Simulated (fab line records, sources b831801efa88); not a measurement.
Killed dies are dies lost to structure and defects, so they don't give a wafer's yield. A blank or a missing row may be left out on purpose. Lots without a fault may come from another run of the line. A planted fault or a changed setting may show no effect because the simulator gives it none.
fab line records | flow sky130
record lots=10 wafers=30 last_day=50
route steps=708 shown LOCAL_INTERCONNECT@388 VIA1@459 VIA4@657
lots that met no fault: from a run of the same line without faults
start_h: hours from the record's first day to the start of the lot's first wafer shown | wait_h: hours since the lot's step before | " the same as in the row above | L1.1+2: a row that stands for several wafers | - no value, or no start given | * or withheld: withheld | < > ~ a bound
route shown NAME@n: a module of which the file shows steps, and the number in the route of the first | usual: mean/standard deviation of fault-free wafers | same: alike in all rows | chamber/n: place in a boat | sites: the reading at each site | _std_site: their standard deviation | _edge_site: outer sites' mean less inner sites' | radius_mm: how far each site lies from the wafer's centre | mask NAME#n: copy n | behind: the tool/chamber that last shaped the wafer | hold: why the lot was held/for how many hours/how that ended | device: the transistor (n, p or np) that didn't switch | end of line: the same wafers' tests at the end of the route | a step without rows: its recipe alone | killed: dies lost to structure and defects at the first sort, not the wafer's yield | map: a wafer's dies, x killed, . not, _ none there
set.NAME: the setting as run; set.NAME@STEP: as run at that earlier step | model.NAME: the simulator's own value behind a step, which no gauge read
steps of the route over a sample of lots; a table a step, a row a wafer
services: from which hour (start_h, from the record's first day; less than 0 if before it) a tool's chamber was out of use, for how many hours, and why
## steps
# step SKY_LOCAL_INTERCONNECT_RS_MEAS_01
# recipe thk_meas_gauge=four-point-probe reads=TiN_of_LOCAL_INTERCONNECT_SPUTTER_00
# usual LOCAL_INTERCONNECT_TIN_RS=14.19/0.12
# columns lot.wafer tool chamber start_h wait_h LOCAL_INTERCONNECT_TIN_RS[ohm/sq]
L431.1 film_metro-04 - 670.78 0.0 14.11
L431.3 " - " " 14.13
L431.6 " - " " 14.31
L432.1 film_metro-01 - 673.09 0.0 14.23
L432.3 " - " " 14.19
L432.5 " - " " 14.24
L433.2 film_metro-04 - 689.22 0.1 14.21
L433.4 " - " " 14.14
L433.5 " - " " 14.25
L434.1 film_metro-04 - 693.95 0.0 14.21
L434.4 " - " " 14.30
L434.5 " - " " 14.19
L441.1 film_metro-01 - 774.45 0.0 14.42
L441.2 " - " " 14.27
L441.5 " - " " 14.29
L446.1 film_metro-03 - 804.39 0.0 14.26
L446.3 " - " " 14.07
L446.4 " - " " 14.13
L447.2 film_metro-01 - 806.64 0.1 14.14
L447.5 " - " " 14.19
L447.6 " - " " 14.06
L448.1 film_metro-01 - 814.46 0.0 14.16
L448.3 " - " " 14.40
L448.5 " - " " 14.34
L453.1 film_metro-04 - 848.03 0.0 14.25
L453.3 " - " " 14.34
L453.5 " - " " 14.25
L454.1 film_metro-03 - 851.09 0.0 14.18
L454.3 " - " " 14.15
L454.5 " - " " 14.05
# step SKY_LOCAL_INTERCONNECT_STRIP_15
# recipe chemistry=O2/N2 power_w=1400 pressure_mtorr=1500 platen_temp_c=withheld o2_flow_sccm=3000 n2_flow_sccm=300 overash_fraction=0.5
# usual drypump_motor_current_A=5.6/0.5 o2_flow_sccm=2999/8.7 oes_product_au=0.426/0.0043 strip_time_to_endpoint_s=4.720/0.019
# columns lot.wafer tool chamber start_h wait_h drypump_motor_current_A o2_flow_sccm oes_product_au rf_hours_counter_h strip_time_to_endpoint_s
L431.1 plasma_asher-02 1 699.57 0.0 4.7 2997 0.429 28 4.727
L431.3 " 1 " " 4.7 3002 0.431 - 4.715
L431.6 " 0 " " 5.7 3009 0.427 - 4.714
L432.1 plasma_asher-02 1 701.79 0.0 4.7 3003 0.420 28 4.742
L432.3 " 1 " " 4.7 2992 0.430 - 4.700
L432.5 " 0 " " 5.7 2991 0.424 - 4.723
L433.2 plasma_asher-02 0 716.74 0.0 5.7 2997 0.429 30 4.743
L433.4 " 1 " " 4.7 3005 0.425 - 4.723
L433.5 " 0 " " 5.7 2978 0.434 - 4.752
L434.1 plasma_asher-03 1 721.57 0.0 5.9 3012 0.422 81 4.712
L434.4 " 0 " " 6.2 3000 0.425 - 4.706
L434.5 " 0 " " 6.2 2990 0.421 - 4.724
L441.1 plasma_asher-04 0 800.73 0.0 5.9 3000 0.427 6 4.736
L441.2 " 1 " " 5.7 3002 0.424 6 4.714
L441.5 " 1 " " 5.8 2991 0.427 - 4.716
L446.1 plasma_asher-03 0 830.38 0.0 6.2 3004 0.416 92 4.701
L446.3 " 1 " " 5.9 3010 0.425 - 4.726
L446.4 " 0 " " 6.2 3009 0.424 - 4.721
L447.2 plasma_asher-04 0 833.03 0.0 5.9 2990 0.423 9 4.692
L447.5 " 1 " " 5.7 2993 0.424 - 4.715
L447.6 " 0 " " 5.9 3005 0.430 - 4.681
L448.1 plasma_asher-02 1 841.13 0.0 4.7 2997 0.426 43 4.707
L448.3 " 0 " " 5.7 3006 0.429 - 4.701
L448.5 " 0 " " 5.7 3009 0.432 - 4.730
L453.1 plasma_asher-04 0 873.59 0.0 5.9 3001 0.423 13 4.743
L453.3 " 0 " " 5.8 2994 0.425 - 4.734
L453.5 " 1 " " 5.8 3016 0.421 - 4.731
L454.1 plasma_asher-04 1 877.07 0.0 5.8 3004 0.424 13 4.690
L454.3 " 0 " " 5.9 2992 0.425 - 4.722
L454.5 " 0 " " 5.9 2993 0.428 - 4.687
# step SKY_VIA1_THK_MEAS_01
# recipe reads=SiO2_of_VIA1_HDPCVD_00
# usual VIA1_HDPCVD_THK=1029/11
# columns lot.wafer tool chamber start_h wait_h VIA1_HDPCVD_THK[nm]
L431.1 film_metro-04 - 758.65 0.1 1031
L431.3 " - " " 1028
L431.6 " - " " 1026
L432.1 film_metro-03 - 760.68 0.1 1040
L432.3 " - " " 1024
L432.5 " - " " 1030
L433.2 film_metro-02 - 775.66 0.1 1023
L433.4 " - " " 1041
L433.5 " - " " 1025
L434.1 film_metro-04 - 780.12 0.1 1012
L434.4 " - " " 1008
L434.5 " - " " 1013
L441.1 film_metro-04 - 857.21 0.1 1028
L441.2 " - " " 1034
L441.5 " - " " 1025
L446.1 film_metro-02 - 886.29 0.1 1034
L446.3 " - " " 1024
L446.4 " - " " 1026
L447.2 film_metro-03 - 888.90 0.1 1047
L447.5 " - " " 1023
L447.6 " - " " 1055
L448.1 film_metro-04 - 896.59 0.1 1016
L448.3 " - " " 1020
L448.5 " - " " 1024
L453.1 film_metro-02 - 927.75 0.1 1028
L453.3 " - " " 1039
L453.5 " - " " 1033
L454.1 film_metro-04 - 931.99 0.1 1023
L454.3 " - " " 1006
L454.5 " - " " 1016
# step SKY_VIA4_CVD_18
# recipe material=W target_thk_nm=505 time_s=152.14 temp_c=400 pressure_torr=40
# usual heater_power_w=842/59
# columns lot.wafer tool chamber start_h wait_h heater_power_w
L431.1 cvd_w-01 1 997.83 0.0 862
L431.3 " 1 " " 878
L431.6 " 1 " " 879
L432.1 cvd_w-01 0 998.54 0.0 753
L432.3 " 1 " " 871
L432.5 " 1 " " 900
L433.2 cvd_w-02 1 1013.15 0.0 837
L433.4 " 0 " " 895
L433.5 " 0 " " 881
L434.1 cvd_w-02 0 1015.92 0.0 916
L434.4 " 1 " " 844
L434.5 " 0 " " 919
L441.1 cvd_w-01 1 1082.04 0.0 870
L441.2 " 0 " " 747
L441.5 " 1 " " 862
L446.1 cvd_w-02 0 1103.42 0.0 888
L446.3 " 0 " " 901
L446.4 " 1 " " 849
L447.2 cvd_w-02 1 1107.68 0.0 849
L447.5 " 0 " " 912
L447.6 " 1 " " 848
L448.1 cvd_w-02 0 1113.37 0.0 903
L448.3 " 0 " " 921
L448.5 " 0 " " 903
L453.1 cvd_w-01 0 1136.18 0.0 744
L453.3 " 1 " " 862
L453.5 " 1 " " 875
L454.1 cvd_w-01 1 1141.37 0.0 872
L454.3 " 1 " " 870
L454.5 " 1 " " 853
# step SKY_VIA4_RS_MEAS_19
# recipe thk_meas_gauge=four-point-probe reads=W_of_VIA4_CVD_18+TiN_of_VIA4_SPUTTER_17
# usual VIA4_W_RS=0.2261/0.0025
# columns lot.wafer tool chamber start_h wait_h VIA4_W_RS[ohm/sq]
L431.1 film_metro-01 - 997.98 0.1 0.2279
L431.3 " - " " 0.2292
L431.6 " - " " 0.2319
L432.1 film_metro-02 - 998.81 0.2 0.2291
L432.3 " - " " 0.2273
L432.5 " - " " 0.2301
L433.2 film_metro-01 - 1013.32 0.1 0.2275
L433.4 " - " " 0.2277
L433.5 " - " " 0.2279
L434.1 film_metro-01 - 1016.07 0.1 0.2276
L434.4 " - " " 0.2263
L434.5 " - " " 0.2306
L441.1 film_metro-04 - 1082.19 0.1 0.7538
L441.2 " - " " 0.7294
L441.5 " - " " 0.2274
L446.1 film_metro-04 - 1103.57 0.1 0.2225
L446.3 " - " " 0.2241
L446.4 " - " " 0.2237
L447.2 film_metro-04 - 1107.85 0.1 0.2237
L447.5 " - " " 0.2303
L447.6 " - " " 0.2241
L448.1 film_metro-01 - 1113.52 0.1 0.2256
L448.3 " - " " 0.2274
L448.5 " - " " 0.2266
L453.1 film_metro-04 - 1136.33 0.1 0.2253
L453.3 " - " " 0.2217
L453.5 " - " " 0.2246
L454.1 film_metro-02 - 1141.68 0.3 0.2278
L454.3 " - " " 0.2288
L454.5 " - " " 0.2278
# step SKY_VIA4_THK_MEAS_20
# recipe thk_meas_gauge=xrf reads=W_of_VIA4_CVD_18
# usual VIA4_W_THK=518/6
# columns lot.wafer tool chamber start_h wait_h VIA4_W_THK[nm]
L431.1 film_metro-01 - 998.10 0.1 515
L431.3 " - " " 512
L431.6 " - " " 507
L432.1 film_metro-02 - 998.93 0.1 509
L432.3 " - " " 515
L432.5 " - " " 505
L433.2 film_metro-01 - 1013.43 0.1 515
L433.4 " - " " 513
L433.5 " - " " 515
L434.1 film_metro-01 - 1016.19 0.1 514
L434.4 " - " " 517
L434.5 " - " " 504
L441.1 film_metro-04 - 1082.31 0.1 157
L441.2 " - " " 161
L441.5 " - " " 513
L446.1 film_metro-04 - 1103.69 0.1 525
L446.3 " - " " 520
L446.4 " - " " 522
L447.2 film_metro-04 - 1107.96 0.1 525
L447.5 " - " " 510
L447.6 " - " " 524
L448.1 film_metro-01 - 1113.64 0.1 518
L448.3 " - " " 514
L448.5 " - " " 515
L453.1 film_metro-04 - 1136.45 0.1 516
L453.3 " - " " 526
L453.5 " - " " 516
L454.1 film_metro-02 - 1141.80 0.1 514
L454.3 " - " " 512
L454.5 " - " " 515
# step SKY_VIA4_CMP_21
# recipe stop_on=SiO2 t_overpolish_s=25 down_force_psi=3.5 platen_rpm=60 target_thk_nm=0 pad_velocity_m_s=0.94248
# usual head_pressure_psi=3.501/0.0077 motor_current_A=10.7/0.73 time_to_endpoint_s=121/4.4
# columns lot.wafer tool chamber start_h wait_h head_pressure_psi motor_current_A time_to_endpoint_s
L431.3 cmp-02 3 998.16 0.0 3.501 9.9 122
L431.1 " 1 " " 3.506 9.9 120
L431.6 " 3 " " 3.516 10.4 123
L432.1 cmp-01 2 999.04 0.1 3.516 11.1 118
L432.3 " 3 " " 3.492 11.3 121
L432.5 " 2 " " 3.507 11.3 115
L433.4 cmp-01 1 1013.53 0.1 3.503 10.4 118
L433.2 " 3 " " 3.510 10.9 120
L433.5 " 0 " " 3.493 9.2 118
L434.4 cmp-01 1 1016.25 0.0 3.505 10.9 125
L434.1 " 2 " " 3.507 11.8 121
L434.5 " 1 " " 3.507 10.6 120
L441.2 cmp-01 1 1082.42 0.1 3.511 10.6 43
L441.1 " 2 " " 3.500 12.1 40
L441.5 " 1 " " 3.495 10.4 134
L446.3 cmp-01 1 1103.75 0.0 3.503 10.7 123
L446.1 " 2 " " 3.496 11.6 122
L446.4 " 0 " " 3.499 10.1 115
L447.2 cmp-02 3 1108.01 0.0 3.498 10.0 127
L447.5 " 3 " " 3.501 10.3 122
L447.6 " 0 " " 3.504 10.2 116
L448.3 cmp-01 2 1113.80 0.1 3.507 11.0 125
L448.1 " 3 " " 3.493 11.2 120
L448.5 " 1 " " 3.510 10.7 128
L453.3 cmp-01 2 1136.56 0.1 3.508 11.9 124
L453.1 " 3 " " 3.495 11.3 120
L453.5 " 2 " " 3.500 11.8 124
L454.1 cmp-01 1 1141.96 0.1 3.509 10.0 121
L454.3 " 2 " " 3.499 12.4 116
L454.5 " 3 " " 3.496 10.9 122
## services
# columns tool chamber start_h hours kind
cvd_w-02 - 719.27 0.5 repair
cmp-01 - 744.15 4.0 pm
cvd_w-01 - 755.44 19.2 repair
cvd_w-01 0 769.08 3.1 repair
cmp-01 - 777.44 0.9 repair
cmp-01 - 781.58 5.0 pm
cvd_w-01 1 788.79 10.5 repair
cvd_w-02 - 800.95 1.3 repair
cmp-01 - 865.34 0.4 repair
cmp-01 - 897.77 2.9 repair
cvd_w-01 - 898.18 6.0 pm
cvd_w-01 - 904.18 14.0 pm
cvd_w-01 - 937.25 0.7 repair
cmp-01 - 960.99 6.4 pm
cvd_w-02 - 969.65 1.5 repair
cvd_w-02 - 1016.87 6.0 pm
cmp-01 - 1027.77 1.6 repair
cvd_w-02 0 1032.18 12.2 repair
cvd_w-02 1 1048.45 10.1 repair
cmp-01 - 1068.70 2.3 repair
cmp-01 - 1084.18 4.0 pm
cmp-01 - 1118.42 1.3 repair
cmp-01 - 1126.15 1.4 repair
cvd_w-01 0 1136.71 7.7 repair
## key
first_sign step=SKY_VIA4_RS_MEAS_19 reading=VIA4_W_RS direction=up sigmas=99+ usual=0.2261 struck=0.7416
effect step=SKY_VIA4_THK_MEAS_20 reading=VIA4_W_THK direction=down sigmas=60 usual=518 struck=159
effect step=SKY_VIA4_CMP_21 reading=time_to_endpoint_s direction=down sigmas=18 usual=* struck=*
met_at SKY_VIA4_CVD_18
struck_lots L441
struck_wafers L441.1,L441.2
not_acting_at SKY_LOCAL_INTERCONNECT_RS_MEAS_01,SKY_LOCAL_INTERCONNECT_STRIP_15,SKY_VIA1_THK_MEAS_01
onset_between 998.54 1082.04
fault kind=process_parameter_drift tool=cvd_w-01 chamber=- onset_h=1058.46 steps=SKY_VIA4_CVD_18 channel=target_thk_nm offset=-346.6 shape=step end_h=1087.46 scope=struck_wafers_only acts_in=these_recipes_only stated=505
